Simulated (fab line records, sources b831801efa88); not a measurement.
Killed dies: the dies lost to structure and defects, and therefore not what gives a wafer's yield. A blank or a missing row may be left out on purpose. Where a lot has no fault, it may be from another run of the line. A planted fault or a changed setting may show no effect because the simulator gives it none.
A single fault, viewed from 2 desks    flow gf180mcu    every desk sees just its own numbers, and what lay behind them comes last

## DESK OF THE TOOL OWNER: hdpcvd-02
The tool's own readings at GF_V2_CVD_00 (deposits SiO2, target thk 600 nm, time 100 s): means of the sampled wafers that have a number, for each lot that ran on this tool. Marked OUT: a lot whose mean sits more than 4 standard deviations from the usual mean, which makes it out of limits; the brackets give that distance.
Columns: A = pressure mtorr at GF_V2_CVD_00, usual 6.000 mTorr; B = susceptor temp C at GF_V2_CVD_00, usual 400.01 C
lot   first seen here  A      B
L703  day 19 05:21     5.991  399.87
L706  day 20 10:04     6.002  400.06
L711  day 22 07:20     5.996  400.06
L715  day 23 20:16     6.010  399.95
L718  day 25 00:44     6.010  400.14
L719  day 25 05:23     6.018  400.21
This desk's verdict: no lot among the 6 shows anything out of limits.

## METROLOGY DESK
Lot by lot, what the gauges showed, no matter which tool ran the lot: averages of those sampled wafers that carry a number. Marked OUT: a lot whose mean sits more than 4 standard deviations from the usual mean, which makes it out of limits; the brackets give that distance.
Columns: A = V2_CVD_00_THK at GF_V2_THK_MEAS_01, usual 599 nm; B = V2_CVD_02_THK at GF_V2_THK_MEAS_03, usual 850 nm
lot   first seen here  A              B
L703  day 19 05:26     597            849
L705  day 19 19:50     589            848
L706  day 20 10:08     592            844
L707  day 20 14:21     604            853
L708  day 21 02:08     590            837
L709  day 21 17:51     599            837
L710  day 21 20:05     600            845
L711  day 22 07:24     593            858
L713  day 23 01:50     600            860
L715  day 23 20:21     577            855
L718  day 25 00:50     518 (-13) OUT  861
L719  day 25 05:27     526 (-12) OUT  853
L723  day 26 09:11     593            850
L725  day 26 15:59     601            848
Per this desk, out of limits: L718, L719; the first was L718, day 25 00:50 (V2_CVD_00_THK at GF_V2_THK_MEAS_01). Within limits: L703, L705, L706, L707, L708, L709, L710, L711, L713, L715, L723, L725.

## ALL TOGETHER
On L718, L719, the metrology desk was in a position to raise an alarm at day 25 00:50.
The tool owner's desk saw nothing out of limits.
Tool owner's desk: L718, L719 on record, inside its limits.
All the named lots went through GF_V2_CVD_00 on hdpcvd-02.

## WHAT THE SIMULATOR HAD PUT IN
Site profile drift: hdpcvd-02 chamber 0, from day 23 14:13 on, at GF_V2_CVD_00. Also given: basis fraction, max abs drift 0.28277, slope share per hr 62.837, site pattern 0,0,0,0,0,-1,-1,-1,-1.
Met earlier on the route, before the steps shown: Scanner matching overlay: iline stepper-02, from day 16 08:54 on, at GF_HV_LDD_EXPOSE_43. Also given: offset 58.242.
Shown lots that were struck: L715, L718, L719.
Per desk, hours elapsed from the start of the fault to the first reading out of limits: for the metrology desk, 35.
